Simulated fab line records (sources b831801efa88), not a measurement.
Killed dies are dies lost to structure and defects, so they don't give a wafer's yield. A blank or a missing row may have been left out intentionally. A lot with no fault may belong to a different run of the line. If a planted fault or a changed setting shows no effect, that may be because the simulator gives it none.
The tool behind it: which one?    flow sky130    13 lots, 39 wafers sampled, at 5 steps of a route of 708

## WHAT THE GAUGES SHOWED, per wafer
No reading from a measuring or inspecting step in the record can be judged against a usual standard deviation.

## WHICH TOOL RAN EACH LOT (tool, then ch and the chambers of the sampled wafers, then the start)
lot   SKY_LI_CONTACT_HDPCVD_00          SKY_METAL5_SPUTTER_03         SKY_METAL5_DESCUM_14               SKY_PASSIVATION_STRIP_12              SKY_PAD_OPEN_PROBE_99
L518  hdpcvd-01 ch 0,1,2, day 28 00:19  pvd-sputter-03, day 42 21:56  rie-metal-01 ch 1, day 43 21:22    plasma-asher-02 ch 0,1, day 44 21:20  prober-01, day 45 21:16
L519  hdpcvd-01 ch 0,2, day 28 01:31    pvd-sputter-01, day 42 22:09  rie-metal-03 ch 0,1, day 43 21:39  plasma-asher-03 ch 0,1, day 44 21:35  prober-02, day 45 21:37
L520  hdpcvd-01 ch 0,2, day 28 14:25    pvd-sputter-01, day 43 05:47  rie-metal-03 ch 0,1, day 44 04:00  plasma-asher-03 ch 0, day 45 03:45    prober-01, day 46 03:23
L522  hdpcvd-01 ch 0,2, day 30 03:21    pvd-sputter-01, day 44 16:02  rie-metal-04 ch 0,1, day 45 13:41  plasma-asher-03 ch 0,1, day 46 11:36  prober-01, day 47 08:55
L523  hdpcvd-02 ch 0,1, day 30 06:31    pvd-sputter-03, day 44 19:19  rie-metal-03 ch 0,1, day 45 16:20  plasma-asher-01 ch 0,1, day 46 14:01  prober-02, day 47 12:04
L524  hdpcvd-01 ch 0,1, day 30 10:11    pvd-sputter-01, day 44 21:47  rie-metal-01 ch 0, day 45 19:26    plasma-asher-02 ch 0,1, day 46 17:19  prober-01, day 47 15:45
L526  hdpcvd-01 ch 0,1,2, day 31 08:49  pvd-sputter-04, day 45 13:33  rie-metal-04 ch 0,1, day 46 10:24  plasma-asher-03 ch 0,1, day 47 06:52  prober-01, day 48 05:05
L531  hdpcvd-01 ch 0,1,2, day 32 15:19  pvd-sputter-04, day 46 16:29  rie-metal-03 ch 0, day 47 12:41    plasma-asher-02 ch 0,1, day 48 09:06  prober-02, day 49 05:57
L530  hdpcvd-01 ch 0,1,2, day 32 15:41  pvd-sputter-03, day 46 15:44  rie-metal-01 ch 0,1, day 47 12:06  plasma-asher-01 ch 0,1, day 48 08:47  prober-01, day 49 05:29
L533  hdpcvd-01 ch 0,1, day 33 00:39    pvd-sputter-01, day 46 21:58  rie-metal-04 ch 1, day 47 18:09    plasma-asher-01 ch 0,1, day 48 14:15  prober-02, day 49 11:10
L536  hdpcvd-02 ch 0,1,2, day 33 23:06  pvd-sputter-04, day 47 15:41  rie-metal-03 ch 0,1, day 48 10:42  plasma-asher-01 ch 0,1, day 49 06:45  prober-01, day 50 00:38
L538  hdpcvd-02 ch 0,2, day 34 19:46    pvd-sputter-03, day 48 04:51  rie-metal-04 ch 0,1, day 48 23:17  plasma-asher-02 ch 0,1, day 49 18:06  prober-01, day 50 12:33
L540  hdpcvd-02 ch 0,2, day 35 08:43    pvd-sputter-01, day 48 14:33  rie-metal-01 ch 0,1, day 49 09:16  plasma-asher-03 ch 0,1, day 50 03:36  prober-01, day 50 21:44
- SKY_LI_CONTACT_HDPCVD_00: deposits PSG, target thk 930 nm, time 150.6 s.
- SKY_METAL5_SPUTTER_03: material Ti, target thk 5 nm, time 3.3 s.
- SKY_METAL5_DESCUM_14: chemistry O2, time 11 s.
- SKY_PASSIVATION_STRIP_12: strips in O2/N2.
- SKY_PAD_OPEN_PROBE_99

## WHAT THE TOOLS THEMSELVES READ (means of the sampled wafers that have a number; where no wafer has one, the mark that the record gives instead)
SKY_METAL5_SPUTTER_03. Usual: chamber-pressure-pa 0.3936 Pa, standard deviation 0.00076; throttle-valve-pct 29.9 %, standard deviation 1.
lot   tool            chamber-pressure-pa (Pa)  throttle-valve-pct (%)  flag
L518  pvd-sputter-03  0.3934                    31.0                    
L519  pvd-sputter-01  0.3935                    31.0                    
L520  pvd-sputter-01  0.3932                    30.4                    
L522  pvd-sputter-01  0.3936                    30.2                    
L523  pvd-sputter-03  0.3940                    30.3                    
L524  pvd-sputter-01  0.3932                    30.3                    
L526  pvd-sputter-04  0.3934                    28.9                    
L531  pvd-sputter-04  0.3936                    28.9                    
L530  pvd-sputter-03  0.3944                    30.9                    
L533  pvd-sputter-01  0.3941                    30.7                    
L536  pvd-sputter-04  0.3941                    28.1                    
L538  pvd-sputter-03  0.3934                    30.5                    
L540  pvd-sputter-01  0.3928                    30.8                    

SKY_METAL5_DESCUM_14. Usual: drypump-motor-current-A 5.6 A, standard deviation 0.45; oes-product-au 0.995 a.u., standard deviation 0.011.
lot   tool          drypump-motor-current-A (A)  oes-product-au (a.u.)  flag
L518  rie-metal-01  4.7                          1.001                  
L519  rie-metal-03  5.8                          0.990                  
L520  rie-metal-03  5.9                          0.984                  
L522  rie-metal-04  5.6                          1.003                  
L523  rie-metal-03  5.9                          0.985                  
L524  rie-metal-01  5.9                          1.002                  
L526  rie-metal-04  5.6                          1.017                  
L531  rie-metal-03  6.0                          0.983                  
L530  rie-metal-01  5.1                          0.999                  
L533  rie-metal-04  5.8                          1.004                  
L536  rie-metal-03  5.8                          0.990                  
L538  rie-metal-04  5.4                          0.995                  
L540  rie-metal-01  5.5                          1.001                  

SKY_PASSIVATION_STRIP_12. Usual: drypump-motor-current-A 5.5 A, standard deviation 0.44; oes-product-au 0.661 a.u., standard deviation 0.0043; strip-time-to-endpoint-s 31.55 s, standard deviation 0.13.
lot   tool             drypump-motor-current-A (A)  oes-product-au (a.u.)  strip-time-to-endpoint-s (s)  flag
L518  plasma-asher-02  6.1                          0.662                  31.60                         
L519  plasma-asher-03  5.0                          0.657                  31.54                         
L520  plasma-asher-03  4.8                          0.660                  31.44                         
L522  plasma-asher-03  5.3                          0.665                  31.45                         
L523  plasma-asher-01  5.4                          0.659                  31.43                         
L524  plasma-asher-02  6.1                          0.658                  31.66                         
L526  plasma-asher-03  5.0                          0.665                  31.55                         
L531  plasma-asher-02  6.0                          0.659                  31.57                         
L530  plasma-asher-01  5.4                          0.665                  31.57                         
L533  plasma-asher-01  5.5                          0.658                  31.48                         
L536  plasma-asher-01  5.4                          0.663                  31.53                         
L538  plasma-asher-02  6.1                          0.661                  31.50                         
L540  plasma-asher-03  5.0                          0.662                  31.61                         

SKY_PAD_OPEN_PROBE_99. Usual: killed_at_M0_to_M3 44, standard deviation 7.5; killed_at_M4_up 3.3, standard deviation 1.8; killed-at-contacts 25, standard deviation 5.9; killed-at-front-end 16, standard deviation 4.7; killed-at-other 0.3, standard deviation 0.52; killed-dies 89, standard deviation 9.9; killed-open 49, standard deviation 7.8; killed-short 40, standard deviation 5.8.
lot   tool       killed_at_M0_to_M3  killed_at_M4_up  killed-at-contacts  killed-at-front-end  killed-at-other  killed-dies  killed-open  killed-short  flag
L518  prober-01  41                  2.0              23                  15                   0.3              81           46           34            
L519  prober-02  42                  4.7              21                  18                   0.3              85           42           42            
L520  prober-01  41                  3.0              24                  20                   0.0              88           48           40            
L522  prober-01  45                  2.0              26                  19                   0.0              92           52           39            
L523  prober-02  46                  3.7              25                  13                   0.7              87           46           41            
L524  prober-01  37                  2.3              27                  19                   0.3              86           43           42            
L526  prober-01  41                  3.0              20                  20                   0.3              85           49           36            
L531  prober-02  40                  3.7              71                  11                   0.0              126          42           39            OFF
L530  prober-01  39                  0.7              68                  11                   0.0              118          43           32            OFF
L533  prober-02  41                  5.3              58                  16                   0.0              120          44           40            OFF
L536  prober-01  45                  4.7              18                  12                   0.0              79           45           34            
L538  prober-01  43                  2.7              28                  12                   0.7              87           50           36            
L540  prober-01  47                  2.3              21                  14                   0.0              84           47           38            

## THE ANSWER, worked out from the rows above alone
Rule: a lot counts as off when the mean over its wafers that have a number is more than 3 standard deviations away from the usual mean. Also off: a lot with no number at a reading for which 4 or more lots have one. The other lots that the step has rows for count as sound. The gauges are gone through in route order, then the tools' own readings, and for those a lot's mean is taken as printed above. At the first step where some lot is off, the reading lying furthest off is the one used; lots without a number count as furthest.
Off, at SKY_PAD_OPEN_PROBE_99 on killed-at-contacts: L531, L530, L533.
A tool fits if, at that step or a process step before it, it ran every lot that is off, and no sound lot after the first of them. One fits: hdpcvd-01 at SKY_LI_CONTACT_HDPCVD_00. A fault onset in the window from L526 (day 31 08:49, its last sound lot) to L531 (day 32 15:19, its first lot off) fits.

## WHAT THE SIMULATOR HAD INSERTED
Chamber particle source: hdpcvd-01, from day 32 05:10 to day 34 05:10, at SKY_LI_CONTACT_HDPCVD_00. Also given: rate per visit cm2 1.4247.
Struck lots among those shown: L531, L530, L533. The same result came from the rule above.
